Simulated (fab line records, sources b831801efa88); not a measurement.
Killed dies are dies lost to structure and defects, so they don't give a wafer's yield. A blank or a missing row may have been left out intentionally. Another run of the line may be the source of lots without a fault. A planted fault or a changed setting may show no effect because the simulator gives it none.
The tool behind it: which one? | flow gf180mcu | 13 lots, 39 wafers sampled, at 5 steps of a route of 602

WHAT THE GAUGES SHOWED, per wafer
GF_VT_IMPLANT_TW_MEAS_43. Usual: for VT_IMPLANT_4_TW the level is 691 and the standard deviation is 6.8.
lot  | measured     | on           | VT_IMPLANT_4_TW | flag
L310 | day 7 19:12  | filmMetro-01 | 695 697 697     | 
L311 | day 8 02:31  | filmMetro-03 | 698 698 698     | 
L312 | day 8 10:22  | filmMetro-02 | 685 687 684     | 
L316 | day 9 12:55  | filmMetro-01 | 695 695 696     | 
L317 | day 9 19:48  | filmMetro-03 | 658 658 655     | OFF
L318 | day 10 01:01 | filmMetro-01 | 694 694 692     | 
L319 | day 10 08:20 | filmMetro-03 | 658 656 655     | OFF
L326 | day 12 07:23 | filmMetro-01 | 692 692 694     | 
L327 | day 12 14:10 | filmMetro-02 | 684 681 685     | 
L328 | day 12 21:37 | filmMetro-02 | 681 680 686     | 
L329 | day 13 04:01 | filmMetro-03 | 694 694 696     | 
L330 | day 13 11:55 | filmMetro-02 | 686 686 683     | 
L332 | day 14 00:35 | filmMetro-02 | 690 691 688     | 

GF_V2_BOW_MEAS_05. Usual: for V2_BOW the level is 101 um and the standard deviation is 7.
lot  | measured     | on           | V2_BOW (um) | flag
L310 | day 19 15:07 | filmMetro-04 | 108 98 96   | 
L311 | day 19 21:07 | filmMetro-02 | 100 96 92   | 
L312 | day 20 14:14 | filmMetro-03 | 96 102 117  | 
L316 | day 21 23:22 | filmMetro-04 | 87 90 100   | 
L317 | day 22 13:21 | filmMetro-04 | 106 89 97   | 
L318 | day 22 14:43 | filmMetro-03 | 103 115 98  | 
L319 | day 23 01:27 | filmMetro-03 | 105 105 104 | 
L326 | day 25 11:14 | filmMetro-02 | 100 105 95  | 
L327 | day 25 20:18 | filmMetro-04 | 103 103 100 | 
L328 | day 25 22:29 | filmMetro-04 | 85 98 93    | 
L329 | day 26 06:39 | filmMetro-02 | 102 91 108  | 
L330 | day 26 15:36 | filmMetro-04 | 99 98 105   | 
L332 | day 27 02:17 | filmMetro-04 | 104 101 82  | 

WHAT TOOL EACH LOT RAN ON (gives the tool, then ch and the chambers of the sampled wafers, and finally the start)
lot  | GF_VT_IMPLANT_IMPLANT_41        | GF_V1_STRIP_18                      | GF_V2_CMP_04
L310 | implanter-04 ch 0, day 7 18:57  | plasmaAsher-02 ch 0, day 18 11:37   | cmp-02 ch 0,2, day 19 14:51
L311 | implanter-04 ch 0, day 8 02:16  | plasmaAsher-01 ch 0,1, day 18 18:05 | cmp-01 ch 1,2,3, day 19 20:52
L312 | implanter-04 ch 0, day 8 10:07  | plasmaAsher-02 ch 1, day 19 11:23   | cmp-01 ch 0,2,3, day 20 14:01
L316 | implanter-03 ch 0, day 9 12:40  | plasmaAsher-03 ch 0,1, day 20 20:47 | cmp-01 ch 0,1,3, day 21 23:04
L317 | implanter-03 ch 0, day 9 19:34  | plasmaAsher-03 ch 0,1, day 21 11:04 | cmp-01 ch 0,1,3, day 22 13:08
L318 | implanter-04 ch 0, day 10 00:46 | plasmaAsher-02 ch 0,1, day 21 12:02 | cmp-01 ch 0,1,2, day 22 14:26
L319 | implanter-03 ch 0, day 10 08:05 | plasmaAsher-01 ch 0,1, day 21 23:29 | cmp-01 ch 1,2,3, day 23 01:09
L326 | implanter-04 ch 0, day 12 07:08 | plasmaAsher-01 ch 0,1, day 24 10:14 | cmp-01 ch 0,2,3, day 25 10:56
L327 | implanter-02 ch 0, day 12 13:56 | plasmaAsher-02 ch 0,1, day 24 19:37 | cmp-02 ch 1,2,3, day 25 20:08
L328 | implanter-04 ch 0, day 12 21:23 | plasmaAsher-01 ch 0,1, day 24 22:11 | cmp-01 ch 1,3, day 25 22:13
L329 | implanter-03 ch 0, day 13 03:49 | plasmaAsher-03 ch 0,1, day 25 05:44 | cmp-01 ch 2,3, day 26 06:20
L330 | implanter-04 ch 0, day 13 11:40 | plasmaAsher-02 ch 0,1, day 25 15:31 | cmp-01 ch 0,2,3, day 26 15:17
L332 | implanter-02 ch 0, day 14 00:20 | plasmaAsher-02 ch 0,1, day 26 03:12 | cmp-01 ch 0,1, day 27 01:59
- GF_VT_IMPLANT_IMPLANT_41
- GF_V1_STRIP_18: strips in O2/N2.
- GF_V2_CMP_04: polishes SiO2.

WHAT THE TOOLS THEMSELVES READ (means of the sampled wafers that have a number; where no wafer has one, the mark that the record gives instead)
GF_VT_IMPLANT_IMPLANT_41. Usual: doseIonsCm2 1.0128e+12, standard deviation 1e+09; faradayCurrentUA 5.70, standard deviation 0.11; tiltDeg 6.998 degrees, standard deviation 0.021.
lot  | tool         | doseIonsCm2 | faradayCurrentUA | tiltDeg (degrees) | flag
L310 | implanter-04 | 1.0125e+12  | 5.72             | 6.999             | 
L311 | implanter-04 | 1.0127e+12  | 5.64             | 6.990             | 
L312 | implanter-04 | 1.0130e+12  | 5.70             | 6.982             | 
L316 | implanter-03 | 1.0132e+12  | 5.72             | 7.010             | 
L317 | implanter-03 | 8.3447e+11  | 4.67             | 7.021             | OFF
L318 | implanter-04 | 1.0136e+12  | 5.65             | 6.956             | 
L319 | implanter-03 | 8.3213e+11  | 4.65             | 6.997             | OFF
L326 | implanter-04 | 1.0144e+12  | 5.69             | 6.986             | 
L327 | implanter-02 | 1.0128e+12  | 5.76             | 7.018             | 
L328 | implanter-04 | 1.0108e+12  | 5.65             | 7.018             | 
L329 | implanter-03 | 1.0130e+12  | 5.62             | 6.993             | 
L330 | implanter-04 | 1.0130e+12  | 5.68             | 6.980             | 
L332 | implanter-02 | 1.0122e+12  | 5.66             | 7.018             | 

GF_V1_STRIP_18. Usual: drypumpMotorCurrentA 6.1 A, standard deviation 0.46; heaterPowerW 342 W, standard deviation 35; oesProductAu 0.593 a.u., standard deviation 0.0056; platenTempC 250.00 C, standard deviation 0.17.
lot  | tool           | drypumpMotorCurrentA (A) | heaterPowerW (W) | oesProductAu (a.u.) | platenTempC (C) | flag
L310 | plasmaAsher-02 | 5.7                      | 390              | 0.591               | 250.03          | 
L311 | plasmaAsher-01 | 5.8                      | 350              | 0.592               | 250.04          | 
L312 | plasmaAsher-02 | 5.9                      | 324              | 0.595               | 250.07          | 
L316 | plasmaAsher-03 | 6.6                      | 336              | 0.597               | 250.06          | 
L317 | plasmaAsher-03 | 6.6                      | 343              | 0.594               | 249.98          | 
L318 | plasmaAsher-02 | 5.8                      | 348              | 0.594               | 249.93          | 
L319 | plasmaAsher-01 | 5.5                      | 315              | 0.591               | 250.09          | 
L326 | plasmaAsher-01 | 5.8                      | 349              | 0.595               | 249.90          | 
L327 | plasmaAsher-02 | 5.8                      | 340              | 0.594               | 249.97          | 
L328 | plasmaAsher-01 | 5.5                      | 318              | 0.593               | 250.03          | 
L329 | plasmaAsher-03 | 6.6                      | 345              | 0.593               | 250.01          | 
L330 | plasmaAsher-02 | 5.8                      | 345              | 0.590               | 249.94          | 
L332 | plasmaAsher-02 | 5.8                      | 361              | 0.593               | 250.09          | 

GF_V2_CMP_04. Usual: motorCurrentA 12.1 A, standard deviation 1.1; timeToEndpointS 82 s, standard deviation 4.5.
lot  | tool   | motorCurrentA (A) | timeToEndpointS (s) | flag
L310 | cmp-02 | 11.3              | 84                  | 
L311 | cmp-01 | 12.0              | 84                  | 
L312 | cmp-01 | 12.3              | 83                  | 
L316 | cmp-01 | 11.3              | 79                  | 
L317 | cmp-01 | 11.4              | 80                  | 
L318 | cmp-01 | 12.4              | 83                  | 
L319 | cmp-01 | 12.2              | 77                  | 
L326 | cmp-01 | 11.9              | 79                  | 
L327 | cmp-02 | 13.1              | 88                  | 
L328 | cmp-01 | 11.2              | 77                  | 
L329 | cmp-01 | 11.6              | 90                  | 
L330 | cmp-01 | 12.3              | 79                  | 
L332 | cmp-01 | 11.5              | 79                  | 

THE ANSWER, worked out from the rows above alone
Rule: a lot counts as off when the mean over its wafers that have a number is more than 3 standard deviations away from the usual mean. A lot without any number at a reading at which 4 lots or more have one is off too. All remaining lots with rows at the step are treated as sound. First the gauges in route order, then the tools' own readings, where a lot's mean is used as printed above. The first step at which some lot is off is used, and at that step the reading that is off furthest; a lot without a number counts as furthest.
Off: L317, L319, at GF_VT_IMPLANT_TW_MEAS_43 (VT_IMPLANT_4_TW).
If a tool, at a process step before that reading, ran all the lots that are off and no sound lot after the first of them, it fits. Not tried: the gauges at GF_VT_IMPLANT_TW_MEAS_43; whatever is off there is also off at GF_VT_IMPLANT_IMPLANT_41, on other tools, and gauge error can't account for it. No candidate that was tried fits.

WHAT THE SIMULATOR HAD INSERTED
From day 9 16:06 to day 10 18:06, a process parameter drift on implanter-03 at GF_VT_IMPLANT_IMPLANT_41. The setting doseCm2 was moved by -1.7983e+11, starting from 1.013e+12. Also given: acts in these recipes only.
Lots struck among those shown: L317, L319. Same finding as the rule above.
